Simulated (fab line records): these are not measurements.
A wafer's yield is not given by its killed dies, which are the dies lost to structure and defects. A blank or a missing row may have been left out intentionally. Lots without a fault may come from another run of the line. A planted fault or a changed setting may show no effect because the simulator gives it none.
fab line records | flow gf180mcu
[record] lots = 14 | wafers = 42 | last-day = 34
route steps=602 shown V2@404 M3@413 V3@433
lots that met no fault: taken from a fault-free run of the same line
start-h: start of the lot's first displayed wafer, in hours after the record's first day | wait-h: hours since the lot's step before | " same as the row above | L1.1+2: a row that stands for several wafers | - no value, or no start was given | * or withheld: withheld | < > ~ a bound
route shown NAME@n: names a module that has steps shown in the file, with the first one's number in the route | usual: average and standard deviation across the fault-free wafers | same: alike in all rows | chamber/n: place in a boat | sites: readings site by site | _std_site: the values' standard deviation | _edge_site: the outer-site mean with the inner-site mean subtracted | radius-mm: how far each site lies from the wafer's centre | mask NAME#n: copy n | behind: tool/chamber where the wafer was last shaped | hold: reason for holding the lot/hours on hold/outcome of the hold | device: the transistor (n, p or np) that didn't switch | end of line: tests of these same wafers at the route's end | for a step that has no rows: nothing shown but its recipe | killed: dies that structure and defects cost at the first sort, which is not the same as the wafer's yield | map: per-die view of a wafer (x killed, . not killed, _ where there is no die)
set.NAME: the setting that was run; set.NAME@STEP: the one run at that earlier step | model.NAME: the simulator's own value behind a step, which no gauge read
steps of the route over a sample of lots; a table a step, a row a wafer
services: when a tool's chamber went out of use (start-h, in hours from the record's first day, below 0 if earlier), for how many hours, and the reason
[[steps]]
[step GF_V2_SPUTTER_22]
[recipe] material = TiN | target-thk-nm = 10 | chamber-pressure-pa = 5 | power-w = 4000 | time-s = 40
[usual] throttle-valve-pct = 30.1/0.86
lot.wafer | tool           | chamber | start-h | wait-h | throttle-valve-pct
L431.4    | pvd-sputter-02 | -       | 457.15  | 0.0    | 30.6
L431.5    | "              | -       | "       | "      | 29.4
L431.6    | "              | -       | "       | "      | 29.2
L432.2    | pvd-sputter-04 | -       | 472.38  | 0.0    | 29.6
L432.3    | "              | -       | "       | "      | 30.8
L432.6    | "              | -       | "       | "      | 31.0
L433.1    | pvd-sputter-02 | -       | 480.33  | 0.0    | 30.7
L433.4    | "              | -       | "       | "      | 30.0
L433.5    | "              | -       | "       | "      | 28.8
L435.2    | pvd-sputter-04 | -       | 492.06  | 0.0    | 29.1
L435.3    | "              | -       | "       | "      | 30.8
L435.5    | "              | -       | "       | "      | 31.1
L436.1    | pvd-sputter-02 | -       | 512.15  | 0.0    | 30.8
L436.2    | "              | -       | "       | "      | 29.7
L436.3    | "              | -       | "       | "      | 29.2
L437.1    | pvd-sputter-03 | -       | 514.80  | 0.0    | 29.8
L437.2    | "              | -       | "       | "      | 30.0
L437.3    | "              | -       | "       | "      | 31.9
L439.1    | pvd-sputter-04 | -       | 534.51  | 0.0    | 29.3
L439.3    | "              | -       | "       | "      | 30.8
L439.6    | "              | -       | "       | "      | 30.9
L444.1    | pvd-sputter-03 | -       | 583.08  | 0.0    | 29.6
L444.4    | "              | -       | "       | "      | 29.3
L444.5    | "              | -       | "       | "      | 31.9
L445.1    | pvd-sputter-04 | -       | 590.48  | 0.0    | 29.2
L445.3    | "              | -       | "       | "      | 31.2
L445.4    | "              | -       | "       | "      | 29.6
L447.2    | pvd-sputter-03 | -       | 601.53  | 0.0    | 32.1
L447.3    | "              | -       | "       | "      | 29.5
L447.4    | "              | -       | "       | "      | 29.6
L449.2    | pvd-sputter-04 | -       | 621.40  | 0.0    | 29.1
L449.3    | "              | -       | "       | "      | 30.9
L449.4    | "              | -       | "       | "      | 29.6
L450.1    | pvd-sputter-04 | -       | 626.65  | 0.0    | 30.8
L450.3    | "              | -       | "       | "      | 29.4
L450.5    | "              | -       | "       | "      | 29.8
L452.4    | pvd-sputter-04 | -       | 638.25  | 0.0    | 30.6
L452.5    | "              | -       | "       | "      | 29.2
L452.6    | "              | -       | "       | "      | 29.4
L453.4    | pvd-sputter-03 | -       | 640.70  | 0.0    | 31.7
L453.5    | "              | -       | "       | "      | 29.2
L453.6    | "              | -       | "       | "      | 29.2
[step GF_M3_SPUTTER_04]
[recipe] material = TiN | target-thk-nm = 50 | power-w = 6500 | time-s = 41.7 | chamber-pressure-pa = 0.4
[usual] throttle-valve-pct = 30.5/1.2
lot.wafer | tool           | chamber | start-h | wait-h | throttle-valve-pct
L431.4    | pvd-sputter-01 | -       | 457.98  | 0.0    | 31.8
L431.5    | "              | -       | "       | "      | 29.5
L431.6    | "              | -       | "       | "      | 32.4
L432.2    | pvd-sputter-03 | -       | 473.19  | 0.0    | 29.3
L432.3    | "              | -       | "       | "      | 29.4
L432.6    | "              | -       | "       | "      | 29.5
L433.1    | pvd-sputter-03 | -       | 481.14  | 0.0    | 30.1
L433.4    | "              | -       | "       | "      | 29.5
L433.5    | "              | -       | "       | "      | 31.9
L435.2    | pvd-sputter-03 | -       | 492.87  | 0.0    | 30.0
L435.3    | "              | -       | "       | "      | 29.1
L435.5    | "              | -       | "       | "      | 29.4
L436.1    | pvd-sputter-03 | -       | 513.07  | 0.0    | 31.6
L436.2    | "              | -       | "       | "      | 30.1
L436.3    | "              | -       | "       | "      | 29.3
L437.1    | pvd-sputter-03 | -       | 515.74  | 0.0    | 29.5
L437.2    | "              | -       | "       | "      | 31.6
L437.3    | "              | -       | "       | "      | 30.2
L439.1    | pvd-sputter-01 | -       | 535.32  | 0.0    | 29.4
L439.3    | "              | -       | "       | "      | 30.3
L439.6    | "              | -       | "       | "      | 32.0
L444.1    | pvd-sputter-03 | -       | 584.00  | 0.0    | 31.8
L444.4    | "              | -       | "       | "      | 29.3
L444.5    | "              | -       | "       | "      | 31.6
L445.1    | pvd-sputter-03 | -       | 591.29  | 0.0    | 29.1
L445.3    | "              | -       | "       | "      | 31.7
L445.4    | "              | -       | "       | "      | 31.7
L447.2    | pvd-sputter-01 | -       | 602.34  | 0.0    | 31.7
L447.3    | "              | -       | "       | "      | 32.3
L447.4    | "              | -       | "       | "      | 30.3
L449.2    | pvd-sputter-01 | -       | 622.21  | 0.0    | 30.3
L449.3    | "              | -       | "       | "      | 31.8
L449.4    | "              | -       | "       | "      | 32.7
L450.1    | pvd-sputter-01 | -       | 627.46  | 0.0    | 32.7
L450.3    | "              | -       | "       | "      | 30.4
L450.5    | "              | -       | "       | "      | 32.4
L452.4    | pvd-sputter-03 | -       | 639.07  | 0.0    | 30.2
L452.5    | "              | -       | "       | "      | 31.7
L452.6    | "              | -       | "       | "      | 29.2
L453.4    | pvd-sputter-03 | -       | 641.51  | 0.0    | 31.9
L453.5    | "              | -       | "       | "      | 29.9
L453.6    | "              | -       | "       | "      | 29.9
[step GF_M3_CD_MEAS_14]
[recipe] target-cd-nm = 280
[usual] cd-nm = 280.3/1.5
lot.wafer | tool      | chamber | start-h | wait-h | cd-nm
L431.4    | cd-sem-01 | -       | 482.39  | 0.1    | 280.2
L431.5    | "         | -       | "       | "      | 280.8
L431.6    | "         | -       | "       | "      | 280.6
L432.2    | cd-sem-02 | -       | 497.37  | 0.1    | 282.0
L432.3    | "         | -       | "       | "      | 282.1
L432.6    | "         | -       | "       | "      | 280.5
L433.1    | cd-sem-01 | -       | 504.99  | 0.1    | 280.6
L433.4    | "         | -       | "       | "      | 280.7
L433.5    | "         | -       | "       | "      | 281.2
L435.2    | cd-sem-02 | -       | 516.22  | 0.1    | 278.8
L435.3    | "         | -       | "       | "      | 280.4
L435.5    | "         | -       | "       | "      | 279.1
L436.1    | cd-sem-01 | -       | 535.75  | 0.1    | 282.2
L436.2    | "         | -       | "       | "      | 280.7
L436.3    | "         | -       | "       | "      | 281.4
L437.1    | cd-sem-01 | -       | 538.38  | 0.1    | 283.8
L437.2    | "         | -       | "       | "      | 282.6
L437.3    | "         | -       | "       | "      | 282.4
L439.1    | cd-sem-01 | -       | 558.25  | 0.1    | 278.1
L439.3    | "         | -       | "       | "      | 278.7
L439.6    | "         | -       | "       | "      | 278.9
L444.1    | cd-sem-02 | -       | 605.15  | 0.1    | 281.4
L444.4    | "         | -       | "       | "      | 281.7
L444.5    | "         | -       | "       | "      | 280.6
L445.1    | cd-sem-01 | -       | 611.95  | 0.1    | 280.6
L445.3    | "         | -       | "       | "      | 281.1
L445.4    | "         | -       | "       | "      | 280.8
L447.2    | cd-sem-02 | -       | 622.71  | 0.1    | 278.7
L447.3    | "         | -       | "       | "      | 279.8
L447.4    | "         | -       | "       | "      | 280.0
L449.2    | cd-sem-02 | -       | 641.51  | 0.1    | 280.4
L449.3    | "         | -       | "       | "      | 280.5
L449.4    | "         | -       | "       | "      | 280.7
L450.1    | cd-sem-02 | -       | 646.83  | 0.1    | 277.2
L450.3    | "         | -       | "       | "      | 276.2
L450.5    | "         | -       | "       | "      | 276.6
L452.4    | cd-sem-01 | -       | 658.29  | 0.1    | 281.8
L452.5    | "         | -       | "       | "      | 280.8
L452.6    | "         | -       | "       | "      | 281.4
L453.4    | cd-sem-02 | -       | 660.75  | 0.1    | 278.5
L453.5    | "         | -       | "       | "      | 279.4
L453.6    | "         | -       | "       | "      | 278.7
[step GF_V3_CMP_04]
[recipe] material = SiO2 | down-force-psi = 4 | platen-rpm = 60 | pad-velocity-m-s = 0.94248
[usual] head-pressure-psi = 3.999/0.0088 | motor-current-A = 11.9/1 | time-to-endpoint-s = 79/5.8
lot.wafer | tool   | chamber | start-h | wait-h | head-pressure-psi | motor-current-A | time-to-endpoint-s
L431.4    | cmp-01 | 0       | 483.50  | 0.1    | 4.013             | 10.9            | 84
L431.6    | "      | 2       | "       | "      | 3.979             | 11.0            | 88
L431.5    | "      | 3       | "       | "      | 4.004             | 14.2            | 84
L432.2    | cmp-02 | 2       | 498.51  | 0.1    | 3.989             | 10.4            | 76
L432.3    | "      | 3       | "       | "      | 4.004             | 10.8            | 64
L432.6    | "      | 1       | "       | "      | 4.004             | 12.8            | 72
L433.4    | cmp-01 | 2       | 506.10  | 0.1    | 3.989             | 11.4            | 80
L433.1    | "      | 3       | "       | "      | 4.007             | 12.6            | 71
L433.5    | "      | 1       | "       | "      | 4.002             | 12.6            | 76
L435.3    | cmp-01 | 2       | 517.31  | 0.1    | 3.994             | 11.9            | 83
L435.2    | "      | 0       | "       | "      | 3.990             | 11.6            | 86
L435.5    | "      | 1       | "       | "      | 3.999             | 12.3            | 82
L436.2    | cmp-01 | 2       | 536.81  | 0.0    | 3.997             | 11.0            | 79
L436.3    | "      | 0       | "       | "      | 3.995             | 11.2            | 83
L436.1    | "      | 1       | "       | "      | 4.004             | 12.3            | 69
L437.1    | cmp-02 | 2       | 539.45  | 0.1    | 3.997             | 10.6            | 81
L437.3    | "      | 3       | "       | "      | 3.990             | 11.0            | 74
L437.2    | "      | 0       | "       | "      | 4.015             | 12.9            | 83
L439.1    | cmp-01 | 3       | 559.43  | 0.1    | 4.000             | 13.4            | 77
L439.3    | "      | 1       | "       | "      | 3.998             | 11.9            | 74
L439.6    | "      | 2       | "       | "      | 4.006             | 10.9            | 93
L444.4    | cmp-01 | 2       | 606.48  | 0.2    | 3.990             | 10.6            | 88
L444.1    | "      | 3       | "       | "      | 4.002             | 13.3            | 81
L444.5    | "      | 1       | "       | "      | 4.000             | 12.6            | 75
L445.3    | cmp-01 | 0       | 613.26  | 0.1    | 3.997             | 11.4            | 20
L445.4    | "      | 1       | "       | "      | 4.002             | 11.5            | 82
L445.1    | "      | 2       | "       | "      | 4.003             | 11.1            | 87
L447.4    | cmp-01 | 0       | 623.86  | 0.0    | 4.003             | 11.3            | 20
L447.2    | "      | 2       | "       | "      | 4.017             | 10.9            | 76
L447.3    | "      | 3       | "       | "      | 4.012             | 12.8            | 72
L449.3    | cmp-02 | 0       | 642.96  | 0.0    | 4.004             | 13.3            | 76
L449.4    | "      | 1       | "       | "      | 3.991             | 13.0            | 71
L449.2    | "      | 2       | "       | "      | 4.005             | 11.1            | 82
L450.3    | cmp-02 | 3       | 647.98  | 0.1    | 3.983             | 10.3            | 73
L450.1    | "      | 1       | "       | "      | 3.986             | 13.2            | 75
L450.5    | "      | 2       | "       | "      | 3.997             | 11.0            | 79
L452.4    | cmp-02 | 0       | 659.29  | 0.0    | 3.999             | 12.3            | 81
L452.6    | "      | 0       | "       | "      | 3.995             | 12.3            | 81
L452.5    | "      | 1       | "       | "      | 3.989             | 13.1            | 73
L453.4    | cmp-02 | 3       | 661.90  | 0.2    | 4.001             | 10.5            | 75
L453.5    | "      | 0       | "       | "      | 4.026             | 12.2            | 82
L453.6    | "      | 1       | "       | "      | 3.998             | 13.2            | 75
[step GF_V3_ETCH_17]
[recipe] chemistry = C4F8/O2/Ar | mask-material = KrF | target = SiO2 | stop-on = TiN | source-w = 1500 | bias-w = 1200 | pressure-mtorr = 40 | c4f8-flow-sccm = withheld | O2_flow_sccm = 6 | Ar_flow_sccm = 300 | time-s = withheld | target-depth-a = 6350
[usual] oes-product-au = 0.856/0.0047
lot.wafer | tool        | chamber | start-h | wait-h | oes-product-au
L431.4    | rie-diel-04 | 3       | -       | -      | 0.860
L431.5    | "           | 3       | "       | "      | 0.861
L431.6    | "           | 2       | "       | "      | 0.856
L432.2    | rie-diel-01 | 1       | -       | -      | 0.850
L432.3    | "           | 0       | "       | "      | 0.859
L432.6    | "           | 0       | "       | "      | 0.848
L433.1    | rie-diel-04 | 0       | -       | -      | 0.855
L433.4    | "           | 0       | "       | "      | 0.852
L433.5    | "           | 2       | "       | "      | 0.859
L435.2    | rie-diel-02 | 1       | -       | -      | 0.854
L435.3    | "           | 2       | "       | "      | 0.856
L435.5    | "           | 1       | "       | "      | 0.855
L436.1    | rie-diel-02 | 0       | -       | -      | 0.859
L436.2    | "           | 1       | "       | "      | 0.850
L436.3    | "           | 3       | "       | "      | 0.860
L437.1    | rie-diel-01 | 2       | -       | -      | 0.862
L437.2    | "           | 3       | "       | "      | 0.853
L437.3    | "           | 0       | "       | "      | 0.848
L439.1    | rie-diel-04 | 1       | -       | -      | 0.857
L439.3    | "           | 3       | "       | "      | 0.850
L439.6    | "           | 3       | "       | "      | 0.865
L444.1    | rie-diel-04 | 3       | -       | -      | 0.863
L444.4    | "           | 0       | "       | "      | 0.853
L444.5    | "           | 3       | "       | "      | 0.857
L445.1    | rie-diel-04 | 3       | -       | -      | 0.862
L445.3    | "           | 2       | "       | "      | 0.975
L445.4    | "           | 0       | "       | "      | 0.855
L447.2    | rie-diel-01 | 2       | -       | -      | 0.862
L447.3    | "           | 2       | "       | "      | 0.859
L447.4    | "           | 0       | "       | "      | 0.975
L449.2    | rie-diel-02 | 1       | -       | -      | 0.855
L449.3    | "           | 2       | "       | "      | 0.852
L449.4    | "           | 0       | "       | "      | 0.852
L450.1    | rie-diel-02 | 3       | -       | -      | 0.852
L450.3    | "           | 1       | "       | "      | 0.850
L450.5    | "           | 0       | "       | "      | 0.847
L452.4    | rie-diel-04 | 0       | -       | -      | 0.865
L452.5    | "           | 1       | "       | "      | 0.852
L452.6    | "           | 0       | "       | "      | 0.857
L453.4    | rie-diel-04 | 1       | -       | -      | 0.859
L453.5    | "           | 1       | "       | "      | 0.851
L453.6    | "           | 0       | "       | "      | 0.850
[[services]]
tool           | chamber | start-h | hours | kind
pvd-sputter-03 | -       | 434.39  | 8.3   | repair
cmp-02         | -       | 436.00  | 0.7   | repair
cmp-01         | -       | 437.73  | 7.4   | repair
pvd-sputter-03 | -       | 439.50  | 8.5   | repair
rie-diel-04    | 1       | 444.00  | 4.0   | repair
pvd-sputter-01 | -       | 460.43  | 3.0   | repair
rie-diel-04    | 2       | 462.06  | 29.4  | repair
cmp-02         | -       | 463.01  | 13.7  | repair
cmp-02         | -       | 468.51  | 0.4   | repair
rie-diel-02    | 0       | 475.32  | 2.9   | repair
rie-diel-04    | 1       | 477.87  | 45.8  | repair
rie-diel-04    | 0       | 502.30  | 14.4  | repair
cmp-02         | -       | 507.28  | 9.1   | repair
rie-diel-04    | 3       | 515.71  | 3.5   | repair
rie-diel-04    | 0       | 518.91  | 9.4   | repair
rie-diel-04    | 2       | 546.57  | 6.4   | repair
rie-diel-02    | 0       | 560.25  | 5.1   | repair
rie-diel-02    | 1       | 571.56  | 2.8   | repair
cmp-02         | -       | 572.55  | 4.0   | pm
pvd-sputter-04 | -       | 577.63  | 2.6   | repair
cmp-01         | -       | 579.75  | 1.1   | repair
cmp-02         | -       | 580.83  | 12.1  | pm
rie-diel-04    | 3       | 592.69  | 3.0   | repair
cmp-01         | -       | 642.06  | 2.1   | repair
[[key]]
[first-sign] step = GF_V3_CMP_04 | reading = time-to-endpoint-s | direction = down | sigmas = 10 | usual = * | struck = *
[effect] step = GF_V3_ETCH_17 | reading = oes-product-au | direction = up | sigmas = 25 | usual = 0.856 | struck = 0.975
met-at GF_V3_CMP_04
struck-lots L445,L447
struck-wafers L445.3,L447.4
sort-left-out L445.3,L447.4
not-acting-at GF_V2_SPUTTER_22,GF_M3_SPUTTER_04,GF_M3_CD_MEAS_14
onset-between 536.81 613.26
[fault] kind = process-parameter-drift | tool = cmp-01 | chamber = 0 | onset-h = 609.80 | steps = GF_V3_CMP_04 | channel = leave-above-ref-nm | offset = 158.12 | shape = step | end-h = 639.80 | acts-in = these-recipes-only | stated = 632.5
// sort-left-out: the simulated sort isn't trusted on such a fault, so these wafers' sort isn't shown, and their yield isn't known
